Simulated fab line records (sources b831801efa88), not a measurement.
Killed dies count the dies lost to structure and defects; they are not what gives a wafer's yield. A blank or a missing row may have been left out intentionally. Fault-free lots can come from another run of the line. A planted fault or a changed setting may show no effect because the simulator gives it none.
Which of the tools did it?    flow sky130    12 lots with 36 wafers sampled at 4 steps, on a route of 708 steps

## WHAT THE GAUGES READ, wafer by wafer
SKY_VT_ADJUST_HVTP_OVL_MEAS_08. Usual: VT_ADJUST_HVTP_OVL -0.8 nm, standard deviation 1.7.
lot   measured      on          VT_ADJUST_HVTP_OVL (nm)  flag
L289  day 5 23:59   overlay-01  0.5 1.9 -1.1             
L290  day 6 03:50   overlay-01  -2.4 -1.3 -1.1           
L291  day 6 10:29   overlay-01  -1.2 -2.4 -2.6           
L294  day 7 01:58   overlay-02  -0.2 -0.3 1.6            
L295  day 7 06:14   overlay-02  -1.8 -1.6 -2.1           
L296  day 7 10:53   overlay-01  -3.1 -3.8 -2.2           
L301  day 8 03:43   overlay-02  -1.9 -3.4 -2.7           
L305  day 8 16:35   overlay-01  1.1 0.0 0.1              
L306  day 8 18:40   overlay-01  0.6 0.7 1.3              
L309  day 15 07:41  overlay-01  0.1 -0.1 -0.9            
L312  day 15 09:28  overlay-01  -3.2 -1.7 -1.2           
L311  day 15 09:59  overlay-02  -0.8 -4.0 -0.6           

SKY_SONOS_ONO_THK_MEAS_01. Usual: SONOS_ONO_OXIDATION_THK 2.59 nm, standard deviation 0.057.
lot   measured      on             SONOS_ONO_OXIDATION_THK (nm)  flag
L289  day 9 11:15   film_metro-03  2.64 2.57 2.59                
L290  day 9 19:54   film_metro-03  2.65 2.71 2.60                
L291  day 10 04:05  film_metro-03  2.58 2.61 2.55                
L294  day 10 20:54  film_metro-01  2.50 2.50 2.47                
L295  day 10 20:54  film_metro-04  2.58 2.68 2.59                
L296  day 11 09:19  film_metro-03  2.59 2.53 2.58                
L301  day 12 11:34  film_metro-01  2.64 2.65 2.69                
L305  day 13 17:24  film_metro-04  2.99 2.92 2.94                OFF
L306  day 13 22:35  film_metro-01  2.97 2.99 2.99                OFF
L309  day 22 18:32  film_metro-04  2.61 2.58 2.62                
L312  day 22 19:53  film_metro-01  2.67 2.69 2.68                
L311  day 22 19:53  film_metro-03  2.52 2.58 2.54                

## WHICH TOOL RAN EACH LOT (tool, then ch and the chambers of the sampled wafers, then the start)
lot   SKY_VT_ADJUST_NCORE_STRIP_10          SKY_SONOS_ONO_OXIDATION_00
L289  plasma_asher-01 ch 0,1, day 7 18:56   furnace-01 ch 0, day 9 09:55
L290  plasma_asher-03 ch 0,1, day 7 21:32   furnace-01 ch 0, day 9 18:34
L291  plasma_asher-03 ch 1, day 8 02:52     furnace-01 ch 0, day 10 02:45
L294  plasma_asher-03 ch 0,1, day 8 13:49   furnace-01 ch 0, day 10 19:34
L295  plasma_asher-02 ch 0,1, day 8 17:32   furnace-01 ch 0, day 10 19:34
L296  plasma_asher-02 ch 0,1, day 8 19:58   furnace-01 ch 0, day 11 07:58
L301  plasma_asher-01 ch 1, day 9 23:29     furnace-01 ch 0, day 12 10:12
L305  plasma_asher-02 ch 0,1, day 10 18:49  furnace-01 ch 0, day 13 16:04
L306  plasma_asher-02 ch 0,1, day 10 21:20  furnace-01 ch 0, day 13 21:14
L309  plasma_asher-01 ch 0,1, day 18 20:56  furnace-02 ch 0, day 22 17:11
L312  plasma_asher-02 ch 0,1, day 18 22:44  furnace-02 ch 0, day 22 18:32
L311  plasma_asher-02 ch 0,1, day 18 23:38  furnace-02 ch 0, day 22 18:32
- SKY_VT_ADJUST_NCORE_STRIP_10: strips in O2/N2.
- SKY_SONOS_ONO_OXIDATION_00: stabilise 600 s, purge 300 s, target thk 2.6 nm.

## AS READ BY THE TOOLS THEMSELVES (means over the sampled wafers that have a number; for cases with no such wafer, the mark the record gives instead)
SKY_VT_ADJUST_NCORE_STRIP_10. Usual: drypump_motor_current_A 5.86 A, standard deviation 0.3; oes_product_au 0.716 a.u., standard deviation 0.0048; strip_time_to_endpoint_s 14.20 s, standard deviation 0.036.
lot   tool             drypump_motor_current_A (A)  oes_product_au (a.u.)  strip_time_to_endpoint_s (s)  flag
L289  plasma_asher-01  5.51                         0.712                  14.23                         
L290  plasma_asher-03  5.94                         0.712                  14.25                         
L291  plasma_asher-03  6.16                         0.712                  14.19                         
L294  plasma_asher-03  5.93                         0.714                  14.22                         
L295  plasma_asher-02  5.95                         0.718                  14.24                         
L296  plasma_asher-02  5.96                         0.715                  14.16                         
L301  plasma_asher-01  6.04                         0.713                  14.18                         
L305  plasma_asher-02  5.97                         0.718                  14.23                         
L306  plasma_asher-02  5.98                         0.711                  14.25                         
L309  plasma_asher-01  5.51                         0.718                  14.18                         
L312  plasma_asher-02  5.96                         0.717                  14.22                         
L311  plasma_asher-02  5.97                         0.714                  14.17                         

## THE ANSWER, worked out from the rows above alone
Rule: take the mean of a lot's wafers that have a number; if it is more than 3 standard deviations from the usual mean, the lot is off. A lot without any number at a reading at which 4 lots or more have one is off too. All remaining lots with rows at the step are treated as sound. Order of review: gauges by route order, followed by the tools' own readings, for which a lot's mean as printed above is used. The first step at which some lot is off is used, and at that step the reading that is off furthest; a lot without a number counts as furthest.
Off: at SKY_SONOS_ONO_THK_MEAS_01 (SONOS_ONO_OXIDATION_THK), L305, L306.
A tool fits if, at a process step before that reading, it ran every lot that is off, and no sound lot after the first of them. Those tools and the gauges at SKY_SONOS_ONO_THK_MEAS_01 are tried in the same way. One fits: furnace-01 at SKY_SONOS_ONO_OXIDATION_00. A fault onset in the window from L301 (day 12 10:12, its last sound lot) to L305 (day 13 16:04, its first lot off) fits.

## WHAT WAS PUT IN BY THE SIMULATOR
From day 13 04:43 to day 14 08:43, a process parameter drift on furnace-01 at SKY_SONOS_ONO_OXIDATION_00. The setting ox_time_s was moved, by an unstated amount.
Struck lots among those shown: L305, L306. Same finding as the rule above.
